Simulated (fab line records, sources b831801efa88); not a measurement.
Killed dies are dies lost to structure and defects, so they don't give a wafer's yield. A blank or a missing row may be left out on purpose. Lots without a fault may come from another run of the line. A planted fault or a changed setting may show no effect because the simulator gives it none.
A struck lot beside a sound one | flow gf180mcu | 15 steps out of a route of 602
Sound: wafers L114.1, L114.2, L114.5. Struck: wafers L104.1, L104.2, L104.5. The cause comes at the end.
At each step with rows: each side's tool, then ch and its chambers, then its first start. Under that, the readings that differ: sound wafers | struck wafers | difference of the means | sigmas: that difference in standard deviations of wafers without a fault.
alike: readings whose means differ by less than 2 such deviations, and words and numbers that are the same on both sides. not compared: withheld readings, readings that some wafer has no value for, bounds like >300 that may hide the same value, and numbers for which the record gives no deviation and whose values overlap.
The two part at a step that has a row with sigmas, a row that says differs or no value, or rows on one side only. Numbers that don't overlap but have no deviation are shown without sigmas and don't part them. A reading that every wafer of one side lacks parts them only if that side has two wafers or more.

GF_V4_ETCH_17: etches SiO2 in C4F8/O2/Ar, stops on TiN, target depth 630 nm.
  sound on rie_diel-01 ch 1,3; struck on rie_diel-03 ch 0,2
  alike: oes_product_au
GF_V4_STRIP_18: strips in O2/N2.
  sound on plasma_asher-04 ch 0,1, day 28 19:43; struck on plasma_asher-04 ch 0,1, day 25 13:20
  alike: drypump_motor_current_A, heater_power_w, o2_flow_sccm, oes_product_au
  not compared: rf_hours_counter_h
then, 4 steps without rows for these wafers: GF_V4_STRIP_19 (strips in post etch residue remover, time 1200 s); GF_V4_CLEAN_20 (cleans in DIW); GF_V4_SPUTTER_21 (material Ti, target thk 15 nm, time 80.02 s); GF_V4_SPUTTER_22 (material TiN, target thk 10 nm, time 40 s).
GF_V4_CVD_23: deposits W, target thk 350 nm, time 104.9 s.
  sound on cvd_w-02 ch 0,1, day 28 20:20; struck on cvd_w-02 ch 0,1, day 25 13:59
  alike: heater_power_w
GF_V4_RS_MEAS_24: measures by four-point-probe.
  sound on film_metro-03, day 28 20:27; struck on film_metro-03, day 25 14:05
  alike: V4_W_RS
GF_V4_THK_MEAS_25: measures by xrf.
  sound on film_metro-03, day 28 20:34; struck on film_metro-03, day 25 14:13
  alike: V4_W_THK
then, 1 step without rows for these wafers: GF_V4_CMP_26 (polishes, stops on SiO2, t overpolish 15 s, target thk 0 nm).
GF_MIM_SPUTTER_00: material Ti, target thk 37.5 nm, time 150 s.
  sound on pvd_sputter-01, day 28 20:56; struck on pvd_sputter-03, day 25 14:34
  alike: cathode_dc_power_W, chamber_pressure_pa, substrate_temp_c, throttle_valve_pct
then, 1 step without rows for these wafers: GF_MIM_SPUTTER_01 (material TiN, target thk 30 nm, time 25 s).
GF_MIM_SPUTTER_02: material AlCu, target thk 450 nm, time 23.9 s.
  sound on pvd_sputter-01, day 28 21:04; struck on pvd_sputter-03, day 25 14:42
  no value came back on the struck wafers for cathode_dc_power_W (W), chamber_pressure_pa (Pa), throttle_valve_pct (%); on the sound wafers cathode_dc_power_W (W) reads 10601 10601 10599
GF_MIM_SPUTTER_03: material Ti, target thk 10 nm, time 6.7 s.
  sound on pvd_sputter-01, day 28 21:05; struck on pvd_sputter-03, day 25 14:44
  alike: cathode_dc_power_W, chamber_pressure_pa, substrate_temp_c, throttle_valve_pct
-- the record jumps here: 4 days lie between the struck wafers' starts before and after (it left off in module MIM and takes up again in module PASSIVATION, whose first step shown is number 602 of the route) --
GF_PASSIVATION_PROBE_99:
  the record has rows for the struck wafers here (prober-02, day 30 02:35) and none for the sound ones

WHERE THEY PART
First at GF_MIM_SPUTTER_02; last, within this record, at GF_PASSIVATION_PROBE_99.

WHY: what the simulator had put in
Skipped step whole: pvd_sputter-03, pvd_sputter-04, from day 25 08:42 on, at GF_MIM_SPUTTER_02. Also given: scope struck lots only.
